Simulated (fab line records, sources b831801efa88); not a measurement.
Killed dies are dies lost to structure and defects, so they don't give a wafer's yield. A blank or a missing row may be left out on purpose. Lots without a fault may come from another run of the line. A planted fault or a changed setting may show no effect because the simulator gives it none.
Problem report in the 8D (eight disciplines) form, filled by code | flow sky130 | the parts of the form that need people (team, actions taken, sign-off) are left out

1. THE PROBLEM
spin_speed_rpm at SKY_PAD_OPEN_COAT_02 reads a mean of 2039.6 rpm on 6 wafers of 2 lots; wafers without a fault read 2000.0 rpm with a standard deviation of 1.4. That is +28 standard deviations from the usual mean.
The step: resist thk 3000 nm.
First seen on wafer L752.1, day 49 15:28, on litho_track-02. The record holds 36 wafers of 12 lots with a number at this step. Rule for "out", or "out of limits": more than 4 standard deviations from the usual mean. The other wafers with a number count as sound.

2. WHAT IT IS AND WHAT IT IS NOT
question                    | is                     | is not
which readings at this step | spin_speed_rpm         | -
which lots                  | L752, L755             | L737, L740, L741, L742, L744, L745, L747, L750, L757, L758
which wafers of those lots  | all that have a number | -
read on which tools         | litho_track-02         | litho_track-01, litho_track-04
when                        | from day 49 15:28      | up to then (24 sound wafers); but 6 sound wafers of L757, L758 came after

3. SUSPECTS, AND WHAT RULES EACH OUT
Counting: a tool at a process step up to the reading stays a suspect if it ran every lot that is out and no sound lot after the first of them.
- plasma_asher-03 at SKY_PASSIVATION_STRIP_12 (strips in O2/N2): kept. It ran every lot that is out, first L752 (day 49 06:50), and no sound lot after that; its last sound lot up to then is L750 (day 48 13:43).
- litho_track-02 at SKY_PAD_OPEN_COAT_02 (resist thk 3000 nm): kept. It ran every lot that is out, first L752 (day 49 15:28), and no sound lot after that; its last sound lot up to then is L750 (day 48 22:07). Its own readings are out on those wafers: spin_speed_rpm.
Left after counting: plasma_asher-03 at SKY_PASSIVATION_STRIP_12, litho_track-02 at SKY_PAD_OPEN_COAT_02.

4. THE CAUSE (what the simulator had put in)
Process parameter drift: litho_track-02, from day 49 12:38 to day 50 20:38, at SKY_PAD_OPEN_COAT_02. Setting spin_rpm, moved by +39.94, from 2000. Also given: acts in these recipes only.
Counting left 2 suspects, and this tool is among them.

5. THE CHAIN OF EFFECTS, in route order
Each row: a reading whose mean over the struck wafers that have a number lies more than 3 standard deviations from the usual. Only readings for which the record gives a usual standard deviation are gone through. hours: the time from each lot's start at the first step in this table that gives one to its start at this step, as a median over the lots. sigmas: the change in usual standard deviations.
hours | step                 | reading        | usual      | on struck wafers | change | sigmas
0     | SKY_PAD_OPEN_COAT_02 | spin_speed_rpm | 2000.0 rpm | 2039.6           | +39.6  | +28
The process steps in it:
- SKY_PAD_OPEN_COAT_02: resist thk 3000 nm.
Later measuring or inspecting steps at which every struck wafer that the step has a row for has a number for every such reading, and none has moved that far: SKY_PAD_OPEN_BOW_MEAS_13.

6. WHAT WOULD HAVE CAUGHT IT SOONER
In this record the first reading out of limits was taken at day 49 15:28, 3 hours after the fault began at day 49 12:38.
